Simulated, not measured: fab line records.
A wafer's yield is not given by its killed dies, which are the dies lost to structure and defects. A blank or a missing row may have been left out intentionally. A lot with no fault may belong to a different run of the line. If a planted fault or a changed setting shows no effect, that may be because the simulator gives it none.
Problem report in the 8D (eight disciplines) form, filled by code -- flow gf180mcu -- the parts of the form that need people (team, actions taken, sign-off) are left out

1. THE ISSUE
Mean NSD_RS at GF_PSD_RS_MEAS_14: 47.13 ohm/sq over 6 wafers in 2 lots; fault-free wafers: 46.15 ohm/sq, standard deviation 0.097. Measured from the usual mean, that is +10 standard deviations.
The step: measures by four-point-probe.
First seen on wafer L807.1, day 15 19:31, on film metro-02. Wafers with a number at this step in the record: 36, from 12 lots. Rule for "out", or "out of limits": more than 4 standard deviations from the usual mean. The other wafers with a number count as sound.

2. WHAT IT IS, WHAT IT ISN'T
question,is,is not
which readings at this step,NSD_RS,-
which lots,"L807, L809","L802, L803, L806, L810, L816, L817, L821, L823, L824, L825"
which wafers of those lots,all that have a number,-
read on which gauges,"film metro-01, film metro-02",film metro-04
when,from day 15 19:31,"up to then (9 sound wafers); but 21 sound wafers of L810, L816, L817, L821, L823, L824, L825 came after"

3. SUSPECTS, AND WHAT RULES EACH OUT
Counting: a tool at a process step up to the reading stays a suspect if it ran every lot that is out and no sound lot after the first of them.
- the gauge at GF_PSD_RS_MEAS_14 has been ruled out. 2 gauges (film metro-01, film metro-02) read the wafers that are out.
- rtp anneal-01 at GF_PSD_RTA_13 (time 20 s): ruled out as a lasting fault. Following L807 (day 15 19:26), the first lot on it that is out, the sound lots L816, L817, L824, L825 were run on it.
Left after counting: nothing in the record.

4. THE CAUSE (what the simulator had put in)
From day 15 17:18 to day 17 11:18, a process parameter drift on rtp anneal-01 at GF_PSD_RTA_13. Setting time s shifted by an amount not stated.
The count ruled it out by mistake, since the rule takes a fault to strike every lot its tool runs from the start of the fault on, and this one did not do so.

5. THE EFFECT CHAIN, in route order
Each row: a reading where the mean over the struck wafers with a number is more than 3 standard deviations away from the usual. Only readings for which the record gives a usual standard deviation are gone through. hours: the time from each lot's start at the first step in this table that gives one to its start at this step, as a median over the lots. sigmas: the change in usual standard deviations.
hours,step,reading,usual,on struck wafers,change,sigmas
0,GF_PSD_RTA_13,run length s,48.87 s,45.08,-3.79,-14
0,GF_PSD_RS_MEAS_14,NSD_RS,46.15 ohm/sq,47.13,+0.98,+10
4,GF_PSD_RS_MEAS_15,PSD_RS,108.63 ohm/sq,111.22,+2.59,+8.7
The process steps in it:
- GF_PSD_RTA_13: time 20 s.
Later steps that measure or inspect, where all struck wafers having a row at the step show a number for every such reading and not one has moved that far: GF_SAB_THK_MEAS_01, GF_CONTACT_THK_MEAS_03.

6. HOW IT WOULD HAVE BEEN CAUGHT EARLIER
2 hours passed between the start of the fault at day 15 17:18 and the first reading out of limits at a measuring or inspecting step in this record, taken at day 15 19:31.
At GF_PSD_RTA_13, the tool's own readings (run length s) were out on each struck wafer the step has a row for, so an alarm limit on them would have fired on the first such wafer.
